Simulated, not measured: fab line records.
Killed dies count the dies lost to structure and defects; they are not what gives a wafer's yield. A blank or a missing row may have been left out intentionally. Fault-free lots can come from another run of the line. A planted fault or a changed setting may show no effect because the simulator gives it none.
fab line records | flow gf180mcu
[record] lots = 7 wafers = 21 last-day = 34
route steps=602 shown HV_LDD@199
lots that met no fault: taken from a fault-free run of the same line
start-h: the number of hours between the record's first day and the start of the first shown wafer of the lot | wait-h: hours elapsed since this lot's preceding step | " the same as in the row above | L1.1+2: a single row standing in for several wafers | - no value, or no start was given | * or withheld: withheld | < > ~ a bound
route shown NAME@n: a module of which the file shows steps, and the number in the route of the first | usual: mean/standard deviation of fault-free wafers | same: alike in all rows | chamber/n: place in a boat | sites: the reading at each site | _std_site: standard deviation of those values | _edge_site: mean of outer sites minus mean of inner sites | radius-mm: for every site, how far away it sits from the centre of the wafer | mask NAME#n: copy n | behind: tool/chamber where the wafer was last shaped | hold: what put the lot on hold/how long, in hours/how the hold closed | device: names the non-switching transistor (n, p or np) | end of line: the same wafers' tests at the end of the route | where a step has no rows: the recipe by itself | killed: count of dies lost to structure and defects at first sort (not the wafer's yield) | map: a wafer's dies, marking killed ones x, the rest . and places with no die _
set.NAME: setting as actually run; set.NAME@STEP: the setting as run at that earlier step | model.NAME: the simulator's own value behind a step, which no gauge read
lots seen at some steps along the route; tables by step, rows by wafer
services: a tool's chamber out of use, with start hour (start-h, from the record's first day; less than 0 if before it), hours out, and reason
[[steps]]
[step GF_HV_LDD_TW_MEAS_23]
[usual] HV_LDD_2_TW = 1052/10
// columns lot.wafer tool chamber start-h wait-h HV_LDD_2_TW
L499.2 film-metro-02 - 246.22 0.1 1038
L499.3 " - " " 1036
L499.6 " - " " 1041
L505.1 film-metro-02 - 282.61 0.1 1040
L505.2 " - " " 1042
L505.4 " - " " 1043
L506.1 film-metro-04 - 288.01 0.1 1049
L506.2 " - " " 1051
L506.6 " - " " 1060
L507.1 film-metro-04 - 295.21 0.1 1058
L507.3 " - " " 1057
L507.5 " - " " 1055
L510.2 film-metro-03 - 321.71 0.1 1052
L510.4 " - " " 1056
L510.5 " - " " 1051
L519.2 film-metro-02 - 387.77 0.1 1038
L519.3 " - " " 1040
L519.4 " - " " 1042
L520.2 film-metro-02 - 397.17 0.1 1045
L520.3 " - " " 1035
L520.4 " - " " 1040
[step GF_HV_LDD_DEHYDRATE_24]
[recipe] temp-c = 200 time-s = 60
[step GF_HV_LDD_HMDS_25]
[recipe] prime-time-s = 60 prime-temp-c = 120
[step GF_HV_LDD_COAT_26]
[recipe] resist = NOVOLAK spin-rpm = 3000 resist-thk-nm = 1000
[step GF_HV_LDD_SOFTBAKE_27]
[recipe] temp-c = 90 time-s = 60 resist = NOVOLAK
[step GF_HV_LDD_EXPOSE_28]
[recipe] mask-id = Nplus_HV_AREA target-cd-nm = 400 na = 0.6 source-shape = conventional sigma-outer = 0.6 dose-mj = 140
[step GF_HV_LDD_PEB_29]
[recipe] temp-c = withheld time-s = * resist = NOVOLAK
[step GF_HV_LDD_DEVELOP_30]
[recipe] develop-time-s = 60 dev-temp-c = 23
[step GF_HV_LDD_CD_MEAS_31]
[recipe] target-cd-nm = 400
[usual] cd-nm = 399.8/2.6
// columns lot.wafer tool chamber start-h wait-h cd-nm
L499.2 cd-sem-02 - 264.77 0.1 401.0
L499.3 " - " " 400.0
L499.6 " - " " 399.7
L505.1 cd-sem-01 - 302.20 0.1 399.8
L505.2 " - " " 399.1
L505.4 " - " " 398.9
L506.1 cd-sem-01 - 307.90 0.1 398.7
L506.2 " - " " 398.9
L506.6 " - " " 399.2
L507.1 cd-sem-02 - 315.25 0.1 399.7
L507.3 " - " " 398.0
L507.5 " - " " 400.4
L510.2 cd-sem-01 - 342.27 0.1 398.5
L510.4 " - " " 399.3
L510.5 " - " " 398.7
L519.2 cd-sem-01 - 410.57 0.1 405.1
L519.3 " - " " 403.3
L519.4 " - " " 402.3
L520.2 cd-sem-02 - 420.72 0.2 403.2
L520.3 " - " " 404.0
L520.4 " - " " 402.4
[step GF_HV_LDD_OVL_MEAS_32]
[usual] HV_LDD_02_OVL = 1.1/1.1
// columns lot.wafer tool chamber start-h wait-h HV_LDD_02_OVL[nm]
L499.2 overlay-01 - 264.87 0.1 1.1
L499.3 " - " " 0.7
L499.6 " - " " 0.6
L505.1 overlay-01 - 302.32 0.1 1.4
L505.2 " - " " 1.7
L505.4 " - " " 1.4
L506.1 overlay-01 - 308.02 0.1 1.2
L506.2 " - " " 1.4
L506.6 " - " " 2.1
L507.1 overlay-02 - 315.37 0.1 -0.3
L507.3 " - " " 1.4
L507.5 " - " " 1.3
L510.2 overlay-01 - 342.38 0.1 1.9
L510.4 " - " " 0.3
L510.5 " - " " 1.1
L519.2 overlay-01 - 410.67 0.1 0.7
L519.3 " - " " 0.3
L519.4 " - " " 1.1
L520.2 overlay-01 - 420.83 0.1 1.3
L520.3 " - " " 1.9
L520.4 " - " " -2.0
[step GF_HV_LDD_IMPLANT_33]
[recipe] species = P energy-kev = 60 dose-cm2 = 7.5e+12 tilt-deg = 30 rotation-deg = 0
[step GF_HV_LDD_IMPLANT_34]
[recipe] species = P energy-kev = 60 dose-cm2 = 7.5e+12 tilt-deg = 30 rotation-deg = 90
[step GF_HV_LDD_IMPLANT_35]
[recipe] species = P energy-kev = 60 dose-cm2 = 7.5e+12 tilt-deg = 30 rotation-deg = 180
[usual] beam-energy-keV = 60.004/0.02 beam-on-s = 10.01/0.19 end-station-pressure-torr = 5.04e-06/2.6e-07
// columns lot.wafer tool chamber start-h wait-h beam-energy-keV beam-on-s end-station-pressure-torr
L499.2 implanter-01 0 265.23 0.1 59.997 10.04 4.97e-06
L499.3 " 0 " " 60.014 10.18 5.28e-06
L499.6 " 0 " " 60.013 10.14 4.86e-06
L505.1 implanter-02 - 302.66 0.1 - - -
L505.2 " - " " - - -
L505.4 " - " " - - -
L506.1 implanter-02 - 308.36 0.1 - - -
L506.2 " - " " - - -
L506.6 " - " " - - -
L507.1 implanter-04 - 315.70 0.1 - - -
L507.3 " - " " - - -
L507.5 " - " " - - -
L510.2 implanter-02 0 342.73 0.1 60.012 9.95 4.91e-06
L510.4 " 0 " " 60.000 9.97 5.06e-06
L510.5 " 0 " " 60.000 10.11 4.88e-06
L519.2 implanter-01 0 411.03 0.1 59.984 10.02 5.1e-06
L519.3 " 0 " " 60.002 9.82 4.89e-06
L519.4 " 0 " " 60.013 10.00 5.41e-06
L520.2 implanter-01 0 421.18 0.1 59.977 9.82 4.87e-06
L520.3 " 0 " " 60.021 10.04 5e-06
L520.4 " 0 " " 59.981 10.11 5.48e-06
[step GF_HV_LDD_IMPLANT_36]
[recipe] species = P energy-kev = 60 dose-cm2 = 7.5e+12 tilt-deg = 30 rotation-deg = 270
[step GF_HV_LDD_STRIP_37]
[recipe] chemistry = O2/N2 power-w = 1400 pressure-mtorr = 1500 platen-temp-c = 250 o2-flow-sccm = 3000 n2-flow-sccm = 300 overash-fraction = 0.5
[usual] drypump-motor-current-A = 5.9/0.38 heater-power-w = 324/13 oes-product-au = 0.716/0.0045 strip-time-to-endpoint-s = 12.64/0.036
[same] overash-fraction = 0.5
// columns lot.wafer tool chamber start-h wait-h drypump-motor-current-A heater-power-w oes-product-au rf-hours-counter-h strip-time-to-endpoint-s
L499.2 plasma-asher-01 1 265.50 0.1 5.3 313 0.718 48 12.61
L499.3 " 0 " " 5.9 326 0.717 - 12.58
L499.6 " 0 " " 5.9 321 0.707 - 12.58
L505.1 plasma-asher-01 1 302.96 0.1 5.3 306 0.714 52 12.68
L505.2 " 0 " " 5.9 323 0.719 52 12.65
L505.4 " 1 " " 5.4 298 0.715 - 12.63
L506.1 plasma-asher-03 1 308.66 0.1 6.1 330 0.717 56 12.56
L506.2 " 0 " " 6.5 327 0.721 56 12.59
L506.6 " 0 " " 6.5 326 0.717 - 12.57
L507.1 plasma-asher-03 1 316.00 0.1 6.1 325 0.715 57 12.60
L507.3 " 0 " " 6.4 334 0.713 - 12.66
L507.5 " 0 " " 6.4 329 0.718 - 12.65
L510.2 plasma-asher-02 0 343.01 0.1 6.0 314 0.718 19 12.64
L510.4 " 0 " " 5.9 314 0.721 - 12.68
L510.5 " 0 " " 6.0 315 0.716 - 12.65
L519.2 plasma-asher-01 1 411.30 0.1 5.3 308 0.713 64 12.62
L519.3 " 0 " " 5.9 329 0.721 - 12.59
L519.4 " 1 " " 5.3 301 0.721 - 12.65
L520.2 plasma-asher-01 0 421.46 0.1 5.9 325 0.721 65 12.61
L520.3 " 1 " " 5.3 307 0.715 - 12.62
L520.4 " 0 " " 5.9 324 0.713 - 12.59
[step GF_HV_LDD_TW_MEAS_38]
[usual] HV_LDD_3_TW = 1433/14
// columns lot.wafer tool chamber start-h wait-h HV_LDD_3_TW
L499.2 film-metro-04 - 265.61 0.1 1448
L499.3 " - " " 1443
L499.6 " - " " 1443
L505.1 film-metro-04 - 303.06 0.1 1317
L505.2 " - " " 1311
L505.4 " - " " 1310
L506.1 film-metro-02 - 308.76 0.1 1286
L506.2 " - " " 1297
L506.6 " - " " 1297
L507.1 film-metro-02 - 316.10 0.1 1297
L507.3 " - " " 1303
L507.5 " - " " 1292
L510.2 film-metro-03 - 343.12 0.1 1427
L510.4 " - " " 1428
L510.5 " - " " 1430
L519.2 film-metro-04 - 411.41 0.1 1444
L519.3 " - " " 1445
L519.4 " - " " 1445
L520.2 film-metro-03 - 421.57 0.1 1433
L520.3 " - " " 1432
L520.4 " - " " 1426
[step GF_HV_LDD_DEHYDRATE_39]
[recipe] temp-c = 200 time-s = 60
[step GF_HV_LDD_HMDS_40]
[recipe] prime-time-s = 60 prime-temp-c = 120
[step GF_HV_LDD_COAT_41]
[recipe] resist = NOVOLAK spin-rpm = 3000 resist-thk-nm = 1000
[step GF_HV_LDD_SOFTBAKE_42]
[recipe] temp-c = 90 time-s = 60 resist = NOVOLAK
[step GF_HV_LDD_EXPOSE_43]
[recipe] mask-id = Pplus_HV_AREA target-cd-nm = 400 na = 0.6 source-shape = conventional sigma-outer = 0.6 dose-mj = 140
[step GF_HV_LDD_PEB_44]
[recipe] temp-c = withheld time-s = * resist = NOVOLAK
[step GF_HV_LDD_DEVELOP_45]
[recipe] develop-time-s = 60 dev-temp-c = 23
[step GF_HV_LDD_CD_MEAS_46]
[recipe] target-cd-nm = 400
[usual] cd-nm = 400.0/1.8
// columns lot.wafer tool chamber start-h wait-h cd-nm
L499.2 cd-sem-02 - 285.07 0.1 399.3
L499.3 " - " " 400.6
L499.6 " - " " 402.0
L505.1 cd-sem-02 - 323.65 0.1 401.3
L505.2 " - " " 400.4
L505.4 " - " " 401.9
L506.1 cd-sem-01 - 329.40 0.1 399.5
L506.2 " - " " 401.2
L506.6 " - " " 402.5
L507.1 cd-sem-01 - 336.85 0.1 396.7
L507.3 " - " " 395.9
L507.5 " - " " 394.9
L510.2 cd-sem-01 - 365.02 0.1 397.6
L510.4 " - " " 399.9
L510.5 " - " " 397.3
L519.2 cd-sem-02 - 435.21 0.1 397.1
L519.3 " - " " 398.3
L519.4 " - " " 398.4
L520.2 cd-sem-01 - 446.21 0.1 399.2
L520.3 " - " " 400.1
L520.4 " - " " 400.0
[step GF_HV_LDD_OVL_MEAS_47]
[usual] HV_LDD_03_OVL = 0.5/1.4
// columns lot.wafer tool chamber start-h wait-h HV_LDD_03_OVL[nm]
L499.2 overlay-02 - 285.18 0.1 0.3
L499.3 " - " " 1.7
L499.6 " - " " 0.9
L505.1 overlay-02 - 323.77 0.1 -0.6
L505.2 " - " " 0.5
L505.4 " - " " 0.5
L506.1 overlay-02 - 329.52 0.1 -1.0
L506.2 " - " " -1.0
L506.6 " - " " 0.2
L507.1 overlay-02 - 336.97 0.1 0.1
L507.3 " - " " 1.5
L507.5 " - " " 1.9
L510.2 overlay-01 - 365.12 0.1 -0.3
L510.4 " - " " -0.2
L510.5 " - " " 0.3
L519.2 overlay-01 - 435.32 0.1 0.1
L519.3 " - " " -0.3
L519.4 " - " " 1.4
L520.2 overlay-01 - 446.32 0.1 2.2
L520.3 " - " " 1.0
L520.4 " - " " 2.6
[step GF_HV_LDD_IMPLANT_48]
[recipe] species = B energy-kev = 25 dose-cm2 = 3e+13 tilt-deg = 7
[step GF_HV_LDD_STRIP_49]
[recipe] chemistry = O2/N2 power-w = 1400 pressure-mtorr = 1500 platen-temp-c = 250 o2-flow-sccm = 3000 n2-flow-sccm = 300 overash-fraction = 0.5
[usual] drypump-motor-current-A = 6.0/0.34 heater-power-w = 327/14 oes-product-au = 0.716/0.0044 strip-time-to-endpoint-s = 12.62/0.031
[same] overash-fraction = 0.5
// columns lot.wafer tool chamber start-h wait-h drypump-motor-current-A heater-power-w oes-product-au rf-hours-counter-h strip-time-to-endpoint-s
L499.2 plasma-asher-03 0 285.36 0.1 6.5 340 0.713 52 12.65
L499.3 " 1 " " 6.0 316 0.721 - 12.63
L499.6 " 0 " " 6.4 336 0.718 - 12.62
L505.1 plasma-asher-03 0 323.96 0.1 6.5 336 0.717 58 12.62
L505.2 " 1 " " 6.0 322 0.717 58 12.68
L505.4 " 0 " " 6.5 332 0.714 - 12.62
L506.1 plasma-asher-01 0 329.71 0.1 5.9 326 0.709 56 12.60
L506.2 " 1 " " 5.3 313 0.720 56 12.59
L506.6 " 0 " " 5.9 334 0.715 - 12.67
L507.1 plasma-asher-01 1 337.15 0.1 5.4 308 0.717 57 12.61
L507.3 " 0 " " 5.9 327 0.709 - 12.62
L507.5 " 1 " " 5.3 306 0.714 - 12.63
L510.2 plasma-asher-02 1 365.30 0.1 5.7 343 0.718 21 12.64
L510.4 " 1 " " 5.7 350 0.719 - 12.64
L510.5 " 1 " " 5.7 346 0.713 - 12.61
L519.2 plasma-asher-02 0 435.50 0.1 6.0 314 0.711 29 12.58
L519.3 " 0 " " 5.9 314 0.715 - 12.62
L519.4 " 1 " " 5.7 352 0.715 - 12.61
L520.2 plasma-asher-02 1 446.50 0.1 5.7 349 0.726 30 12.69
L520.3 " 1 " " 5.7 354 0.719 - 12.65
L520.4 " 0 " " 6.0 303 0.717 - 12.66
[step GF_HV_LDD_TW_MEAS_50]
[usual] HV_LDD_4_TW = 567/5.9
// columns lot.wafer tool chamber start-h wait-h HV_LDD_4_TW
L499.2 film-metro-03 - 285.47 0.1 572
L499.3 " - " " 572
L499.6 " - " " 574
L505.1 film-metro-04 - 324.06 0.1 570
L505.2 " - " " 571
L505.4 " - " " 573
L506.1 film-metro-04 - 329.81 0.1 573
L506.2 " - " " 572
L506.6 " - " " 575
L507.1 film-metro-04 - 337.25 0.1 573
L507.3 " - " " 573
L507.5 " - " " 568
L510.2 film-metro-04 - 365.41 0.1 573
L510.4 " - " " 571
L510.5 " - " " 574
L519.2 film-metro-04 - 435.61 0.1 571
L519.3 " - " " 574
L519.4 " - " " 575
L520.2 film-metro-02 - 446.61 0.1 562
L520.3 " - " " 560
L520.4 " - " " 562
[step GF_HV_LDD_CLEAN_51]
[recipe] chemistry = SC1/SC2 mix = 1:4:20 temp-c = 70 time-s = 150 dry = n2-spin
[step GF_HV_LDD_RTA_52]
[recipe] temp-c = 1000 time-s = 10 ambient = N2
[usual] lamp-power-pct = 33.2/0.53 wafer_temp_C_max = 1005.7/1.5
[same] time-s = 10
// columns lot.wafer tool chamber start-h wait-h lamp-power-pct wafer_temp_C_max
L499.2 rtp-anneal-01 0 285.58 0.0 33.6 1004.9
L499.3 " 0 " " 33.6 1004.9
L499.6 " 0 " " 33.6 1004.6
L505.1 rtp-anneal-02 0 324.17 0.0 32.4 1006.6
L505.2 " 0 " " 32.5 1006.7
L505.4 " 0 " " 32.5 1006.6
L506.1 rtp-anneal-01 0 329.92 0.0 33.6 1006.1
L506.2 " 0 " " 33.5 1005.0
L506.6 " 0 " " 33.6 1004.6
L507.1 rtp-anneal-01 0 337.36 0.0 33.6 1003.9
L507.3 " 0 " " 33.6 1004.8
L507.5 " 0 " " 33.6 1006.9
L510.2 rtp-anneal-02 0 365.53 0.0 32.5 1006.1
L510.4 " 0 " " 32.5 1007.0
L510.5 " 0 " " 32.5 1006.4
L519.2 rtp-anneal-01 0 435.72 0.0 33.6 1003.8
L519.3 " 0 " " 33.6 1002.9
L519.4 " 0 " " 33.6 1003.8
L520.2 rtp-anneal-01 0 446.72 0.0 33.6 1003.9
L520.3 " 0 " " 33.6 1006.4
L520.4 " 0 " " 33.6 1005.5
[step GF_HV_LDD_RS_MEAS_53]
[recipe] thk-meas-gauge = four-point-probe
[usual] HV_LDD_RS = 418.4/0.75
// columns lot.wafer tool chamber start-h wait-h HV_LDD_RS[ohm/sq]
L499.2 film-metro-02 - 285.66 0.1 417.9
L499.3 " - " " 419.3
L499.6 " - " " 418.3
L505.1 film-metro-02 - 324.24 0.1 438.7
L505.2 " - " " 439.8
L505.4 " - " " 439.2
L506.1 film-metro-03 - 329.98 0.1 439.9
L506.2 " - " " 439.9
L506.6 " - " " 440.3
L507.1 film-metro-03 - 337.43 0.1 439.0
L507.3 " - " " 439.3
L507.5 " - " " 439.3
L510.2 film-metro-02 - 365.60 0.1 418.2
L510.4 " - " " 416.9
L510.5 " - " " 418.1
L519.2 film-metro-03 - 435.80 0.1 420.2
L519.3 " - " " 419.0
L519.4 " - " " 418.8
L520.2 film-metro-04 - 446.80 0.1 417.5
L520.3 " - " " 418.5
L520.4 " - " " 418.2
[step GF_HV_LDD_CVD_54]
[recipe] material = SiO2 target-thk-nm = 10 precursor = TEOS temp-c = 680 time-s = 75 pressure-mtorr = 400
[[services]]
// columns tool chamber start-h hours kind
plasma-asher-03 - 246.89 0.9 repair
implanter-02 - 267.31 2.1 repair
implanter-02 - 270.86 0.6 repair
plasma-asher-01 - 273.58 0.8 repair
implanter-01 - 283.50 4.1 pm
plasma-asher-02 - 285.41 55.8 repair
implanter-02 - 337.81 4.3 pm
rtp-anneal-01 - 365.47 4.3 pm
implanter-02 - 405.02 1.6 repair
implanter-02 - 418.18 3.5 repair
implanter-02 - 423.87 20.9 pm
implanter-01 - 430.62 1.4 repair
[[key]]
[first-sign] step = GF_HV_LDD_IMPLANT_35 reading = tool-record direction = missing
[effect] step = GF_HV_LDD_TW_MEAS_38 reading = HV_LDD_3_TW direction = down sigmas = 9.4 usual = 1433 struck = 1301
[effect] step = GF_HV_LDD_RS_MEAS_53 reading = HV_LDD_RS direction = up sigmas = 28 usual = 418.4 struck = 439.5
met-at GF_HV_LDD_IMPLANT_35
struck-wafers L505.1,L505.2,L505.4,L506.1,L506.2,L506.6,L507.1,L507.3,L507.5
later-rows-left-out L505.1,L505.2,L505.4,L506.1,L506.2,L506.6,L507.1,L507.3,L507.5
sort-left-out L505.1,L505.2,L505.4,L506.1,L506.2,L506.6,L507.1,L507.3,L507.5
tester-left-out L505,L506,L507
[fault] kind = skipped-step-whole tool = implanter-02,implanter-04 chamber = - onset-h = 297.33 steps = GF_HV_LDD_IMPLANT_35 scope = struck-lots-only
// tester-left-out: of these lots the tester's yield and bins aren't shown, on N5 and GAA mostly nor the transistor test; their killed dies are dies lost to structure and defects alone, not to doping, threshold or leakage, so they don't give the yield
// sort-left-out: the simulated sort isn't trusted on such a fault, so these wafers' sort isn't shown, and their yield isn't known
// later-rows-left-out: the simulator's readings of these wafers behind a module that went badly wrong aren't trusted and aren't shown, but for the sort
